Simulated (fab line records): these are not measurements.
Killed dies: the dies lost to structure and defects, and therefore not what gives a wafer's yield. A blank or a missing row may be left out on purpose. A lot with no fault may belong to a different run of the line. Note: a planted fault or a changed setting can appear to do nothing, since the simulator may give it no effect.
fab line records | flow sky130
record lots=14 | wafers=42 | last-day=50
route steps=708 shown DNWELL@44 VT_ADJUST_HVTP@93 VT_ADJUST_LVTN@104
lots untouched by any fault: they come from a run of this same line in which no faults occurred
start-h: the number of hours between the record's first day and the start of the first shown wafer of the lot | wait-h: hours from the lot's prior step to this one | " the same as in the row above | L1.1+2: one row covering several wafers at once | - no value, or no start was given | * or withheld: withheld | < > ~ a bound
route shown NAME@n: names a module that has steps shown in the file, with the first one's number in the route | usual: mean/standard deviation of fault-free wafers | same: alike in all rows | chamber/n: place in a boat | sites: readings site by site | _std_site: standard deviation across them | _edge_site: outer sites' mean less inner sites' | radius-mm: for every site, how far away it sits from the centre of the wafer | mask NAME#n: copy n | behind: the tool/chamber that last shaped the wafer | hold: what put the lot on hold/how long, in hours/how the hold closed | device: names the non-switching transistor (n, p or np) | end of line: the same wafers' tests at the end of the route | where a step has no rows: the recipe by itself | killed: at the first sort, the dies lost to defects and structure; wafer yield is something else | map: a wafer's dies, marking killed ones x, the rest . and places with no die _
set.NAME: the setting as run; set.NAME@STEP: as run at that earlier step | model.NAME: the simulator's own value behind a step, which no gauge read
a sample of lots followed through the steps of the route, with each step as a table and each wafer as a row
services: a tool's chamber out of use, with start hour (start-h, from the record's first day; less than 0 if before it), hours out, and reason
## steps
# step SKY_DNWELL_TW_MEAS_09
# usual DNWELL_TW=1115/4.7
lot.wafer | tool          | chamber | start-h | wait-h | DNWELL_TW
L539.1    | film-metro-01 | -       | 55.24   | 0.1    | 1110
L539.3    | "             | -       | "       | "      | 1110
L539.6    | "             | -       | "       | "      | 1111
L540.1    | film-metro-01 | -       | 61.72   | 0.1    | 1120
L540.4    | "             | -       | "       | "      | 1114
L540.5    | "             | -       | "       | "      | 1115
L541.1    | film-metro-02 | -       | 62.84   | 0.1    | 1110
L541.4    | "             | -       | "       | "      | 1107
L541.6    | "             | -       | "       | "      | 1112
L542.4    | film-metro-02 | -       | 69.38   | 0.1    | 1109
L542.5    | "             | -       | "       | "      | 1111
L542.6    | "             | -       | "       | "      | 1105
L543.1    | film-metro-01 | -       | 75.29   | 0.1    | 1118
L543.3    | "             | -       | "       | "      | 1112
L543.6    | "             | -       | "       | "      | 1111
L547.1    | film-metro-03 | -       | 98.27   | 0.1    | 1120
L547.3    | "             | -       | "       | "      | 1125
L547.6    | "             | -       | "       | "      | 1121
L548.2    | film-metro-01 | -       | 100.65  | 0.1    | 1117
L548.3    | "             | -       | "       | "      | 1119
L548.4    | "             | -       | "       | "      | 1116
L549.1    | film-metro-03 | -       | 107.35  | 0.4    | 1118
L549.5    | "             | -       | "       | "      | 1121
L549.6    | "             | -       | "       | "      | 1116
L552.1    | film-metro-02 | -       | 122.79  | 0.1    | 1114
L552.3    | "             | -       | "       | "      | 1114
L552.4    | "             | -       | "       | "      | 1115
L553.4    | film-metro-03 | -       | 126.65  | 0.1    | 1117
L553.5    | "             | -       | "       | "      | 1113
L553.6    | "             | -       | "       | "      | 1119
L558.3    | film-metro-02 | -       | 158.16  | 0.1    | 1119
L558.4    | "             | -       | "       | "      | 1116
L558.5    | "             | -       | "       | "      | 1119
L559.1    | film-metro-03 | -       | 158.57  | 0.1    | 1120
L559.4    | "             | -       | "       | "      | 1111
L559.5    | "             | -       | "       | "      | 1113
L560.2    | film-metro-03 | -       | 165.23  | 0.1    | 1120
L560.3    | "             | -       | "       | "      | 1121
L560.6    | "             | -       | "       | "      | 1114
L561.2    | film-metro-02 | -       | 171.20  | 0.1    | 1116
L561.4    | "             | -       | "       | "      | 1115
L561.6    | "             | -       | "       | "      | 1115
# step SKY_VT_ADJUST_HVTP_OVL_MEAS_08
# usual VT_ADJUST_HVTP_OVL=0.9/1.3
lot.wafer | tool       | chamber | start-h | wait-h | VT_ADJUST_HVTP_OVL[nm]
L539.1    | overlay-01 | -       | 125.21  | 0.1    | -1.0
L539.3    | "          | -       | "       | "      | 0.1
L539.6    | "          | -       | "       | "      | -1.7
L540.1    | overlay-02 | -       | 130.99  | 0.1    | 1.7
L540.4    | "          | -       | "       | "      | -0.5
L540.5    | "          | -       | "       | "      | 1.4
L541.1    | overlay-01 | -       | 147.38  | 0.1    | 1.3
L541.4    | "          | -       | "       | "      | 1.9
L541.6    | "          | -       | "       | "      | 2.3
L542.4    | overlay-02 | -       | 148.00  | 0.1    | -0.4
L542.5    | "          | -       | "       | "      | 1.2
L542.6    | "          | -       | "       | "      | 0.8
L543.1    | overlay-02 | -       | 148.31  | 0.1    | 0.9
L543.3    | "          | -       | "       | "      | -0.1
L543.6    | "          | -       | "       | "      | -0.5
L547.1    | overlay-01 | -       | 177.13  | 0.1    | 2.8
L547.3    | "          | -       | "       | "      | 2.6
L547.6    | "          | -       | "       | "      | -0.7
L548.2    | overlay-02 | -       | 183.44  | 0.1    | 1.3
L548.3    | "          | -       | "       | "      | 1.1
L548.4    | "          | -       | "       | "      | 1.9
L549.1    | overlay-02 | -       | 186.96  | 0.1    | 1.8
L549.5    | "          | -       | "       | "      | 0.1
L549.6    | "          | -       | "       | "      | 1.6
L552.1    | overlay-01 | -       | 205.03  | 0.1    | 0.2
L552.3    | "          | -       | "       | "      | -0.2
L552.4    | "          | -       | "       | "      | 0.9
L553.4    | overlay-02 | -       | 210.02  | 0.1    | 3.1
L553.5    | "          | -       | "       | "      | 0.4
L553.6    | "          | -       | "       | "      | 0.1
L558.3    | overlay-01 | -       | 247.12  | 0.1    | 2.5
L558.4    | "          | -       | "       | "      | 3.2
L558.5    | "          | -       | "       | "      | 1.5
L559.1    | overlay-01 | -       | 247.69  | 0.1    | 2.7
L559.4    | "          | -       | "       | "      | 1.8
L559.5    | "          | -       | "       | "      | 2.5
L560.2    | overlay-01 | -       | 255.04  | 0.1    | 0.7
L560.3    | "          | -       | "       | "      | 0.2
L560.6    | "          | -       | "       | "      | -0.1
L561.2    | overlay-01 | -       | 262.44  | 0.1    | 1.0
L561.4    | "          | -       | "       | "      | 2.8
L561.6    | "          | -       | "       | "      | -1.0
# step SKY_VT_ADJUST_LVTN_OVL_MEAS_07
# usual VT_ADJUST_LVTN_OVL=0.1/1.6
lot.wafer | tool       | chamber | start-h | wait-h | VT_ADJUST_LVTN_OVL[nm]
L539.1    | overlay-01 | -       | 144.99  | -      | 2.7
L539.3    | "          | -       | "       | "      | 1.4
L539.6    | "          | -       | "       | "      | 1.1
L540.1    | overlay-01 | -       | 150.75  | -      | -0.3
L540.4    | "          | -       | "       | "      | 1.1
L540.5    | "          | -       | "       | "      | 1.6
L541.1    | overlay-02 | -       | 167.97  | -      | 0.3
L541.4    | "          | -       | "       | "      | 0.4
L541.6    | "          | -       | "       | "      | 2.0
L542.4    | overlay-01 | -       | 168.72  | -      | -3.3
L542.5    | "          | -       | "       | "      | -2.5
L542.6    | "          | -       | "       | "      | -3.1
L543.1    | overlay-02 | -       | 169.35  | -      | -2.4
L543.3    | "          | -       | "       | "      | -2.7
L543.6    | "          | -       | "       | "      | 0.0
L547.1    | overlay-02 | -       | 198.32  | -      | -0.5
L547.3    | "          | -       | "       | "      | 0.3
L547.6    | "          | -       | "       | "      | -1.7
L548.2    | overlay-02 | -       | 205.98  | -      | 0.1
L548.3    | "          | -       | "       | "      | 0.0
L548.4    | "          | -       | "       | "      | 1.5
L549.1    | overlay-02 | -       | 208.60  | -      | -0.1
L549.5    | "          | -       | "       | "      | 0.8
L549.6    | "          | -       | "       | "      | 0.1
L552.1    | overlay-02 | -       | 228.02  | -      | 1.9
L552.3    | "          | -       | "       | "      | 2.7
L552.4    | "          | -       | "       | "      | 1.0
L553.4    | overlay-01 | -       | 233.29  | -      | -0.6
L553.5    | "          | -       | "       | "      | -1.6
L553.6    | "          | -       | "       | "      | -0.4
L558.3    | overlay-02 | -       | 271.85  | -      | 0.6
L558.4    | "          | -       | "       | "      | -0.6
L558.5    | "          | -       | "       | "      | -0.5
L559.1    | overlay-01 | -       | 271.87  | -      | -1.3
L559.4    | "          | -       | "       | "      | 1.1
L559.5    | "          | -       | "       | "      | 0.3
L560.2    | overlay-01 | -       | 279.61  | -      | -1.2
L560.3    | "          | -       | "       | "      | -0.3
L560.6    | "          | -       | "       | "      | -0.7
L561.2    | overlay-01 | -       | 286.84  | -      | 0.9
L561.4    | "          | -       | "       | "      | 2.4
L561.6    | "          | -       | "       | "      | 1.4
# step SKY_VT_ADJUST_LVTN_IMPLANT_19
# recipe species=B | energy-kev=30 | dose-cm2=6.5e+11 | tilt-deg=withheld
lot.wafer  | tool         | chamber | start-h | wait-h
L539.1+3+6 | implanter-01 | 0       | 165.72  | 0.0
L540.1+4+5 | implanter-04 | 0       | 171.31  | 0.0
L541.1+4+6 | implanter-04 | 0       | 189.09  | 0.0
L542.4+5+6 | implanter-04 | 0       | 189.83  | 0.1
L543.1+3+6 | implanter-01 | 0       | 190.34  | 0.0
L547.1+3+6 | implanter-04 | 0       | 220.76  | 0.0
L548.2+3+4 | implanter-04 | 0       | 228.40  | 0.0
L549.1+5+6 | implanter-01 | 0       | 231.46  | 0.0
L552.1+3+4 | implanter-01 | 0       | 250.67  | 0.0
L553.4+5+6 | implanter-01 | 0       | 257.11  | 0.1
L559.1+4+5 | implanter-03 | 0       | 296.51  | 0.0
L558.3+4+5 | implanter-01 | 0       | 296.54  | 0.1
L560.2+3+6 | implanter-01 | 0       | 305.21  | 0.0
L561.2+4+6 | implanter-04 | 0       | 311.90  | 0.0
# step SKY_VT_ADJUST_LVTN_TW_MEAS_21
# usual VT_ADJUST_LVTN_2_TW=189.2/0.92
lot.wafer | tool          | chamber | start-h | wait-h | VT_ADJUST_LVTN_2_TW
L539.1    | film-metro-03 | -       | 165.97  | 0.1    | 187.3
L539.3    | "             | -       | "       | "      | 187.1
L539.6    | "             | -       | "       | "      | 187.5
L540.1    | film-metro-04 | -       | 171.56  | 0.1    | 189.7
L540.4    | "             | -       | "       | "      | 189.0
L540.5    | "             | -       | "       | "      | 189.3
L541.1    | film-metro-03 | -       | 189.34  | 0.1    | 189.7
L541.4    | "             | -       | "       | "      | 190.1
L541.6    | "             | -       | "       | "      | 190.4
L542.4    | film-metro-03 | -       | 190.04  | 0.1    | 189.2
L542.5    | "             | -       | "       | "      | 190.3
L542.6    | "             | -       | "       | "      | 188.9
L543.1    | film-metro-02 | -       | 190.59  | 0.1    | 188.3
L543.3    | "             | -       | "       | "      | 188.4
L543.6    | "             | -       | "       | "      | 187.5
L547.1    | film-metro-02 | -       | 221.01  | 0.1    | 181.3
L547.3    | "             | -       | "       | "      | 182.7
L547.6    | "             | -       | "       | "      | 182.9
L548.2    | film-metro-04 | -       | 228.63  | 0.1    | 182.5
L548.3    | "             | -       | "       | "      | 182.0
L548.4    | "             | -       | "       | "      | 181.3
L549.1    | film-metro-04 | -       | 231.71  | 0.1    | 189.0
L549.5    | "             | -       | "       | "      | 189.5
L549.6    | "             | -       | "       | "      | 189.3
L552.1    | film-metro-04 | -       | 250.92  | 0.1    | 189.4
L552.3    | "             | -       | "       | "      | 190.3
L552.4    | "             | -       | "       | "      | 190.1
L553.4    | film-metro-02 | -       | 257.32  | 0.1    | 189.2
L553.5    | "             | -       | "       | "      | 189.5
L553.6    | "             | -       | "       | "      | 188.4
L559.1    | film-metro-04 | -       | 296.76  | 0.1    | 189.9
L559.4    | "             | -       | "       | "      | 190.1
L559.5    | "             | -       | "       | "      | 190.2
L558.3    | film-metro-03 | -       | 296.76  | 0.1    | 188.9
L558.4    | "             | -       | "       | "      | 188.8
L558.5    | "             | -       | "       | "      | 188.8
L560.2    | film-metro-04 | -       | 305.45  | 0.1    | 189.3
L560.3    | "             | -       | "       | "      | 189.8
L560.6    | "             | -       | "       | "      | 190.3
L561.2    | film-metro-03 | -       | 312.13  | 0.1    | 189.4
L561.4    | "             | -       | "       | "      | 188.4
L561.6    | "             | -       | "       | "      | 188.6
## services
tool         | chamber | start-h | hours | kind
implanter-04 | -       | 144.23  | 2.4   | repair
implanter-01 | -       | 174.64  | 0.7   | repair
implanter-03 | -       | 184.67  | 3.1   | repair
implanter-01 | -       | 205.65  | 5.2   | pm
implanter-01 | -       | 219.23  | 9.8   | pm
implanter-03 | -       | 263.88  | 5.2   | repair
implanter-03 | -       | 280.66  | 4.7   | repair
implanter-04 | -       | 300.17  | 2.1   | repair
## key
first-sign step=SKY_VT_ADJUST_LVTN_TW_MEAS_21 | reading=VT_ADJUST_LVTN_2_TW | direction=down | sigmas=7.6 | usual=189.2 | struck=182.1
effect none on later readings
met-at SKY_VT_ADJUST_LVTN_IMPLANT_19
struck-lots L547,L548
tester-left-out L547,L548
not-acting-at SKY_DNWELL_TW_MEAS_09,SKY_VT_ADJUST_HVTP_OVL_MEAS_08,SKY_VT_ADJUST_LVTN_OVL_MEAS_07
onset-between 189.83 220.76
fault kind=process-parameter-drift | tool=implanter-04 | chamber=- | onset-h=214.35 | steps=SKY_VT_ADJUST_LVTN_IMPLANT_19 | channel=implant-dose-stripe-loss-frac | offset=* | shape=step | end-h=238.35
# tester-left-out: of these lots the tester's yield and bins aren't shown, on N5 and GAA mostly nor the transistor test; their killed dies are dies lost to structure and defects alone, not to doping, threshold or leakage, so they don't give the yield
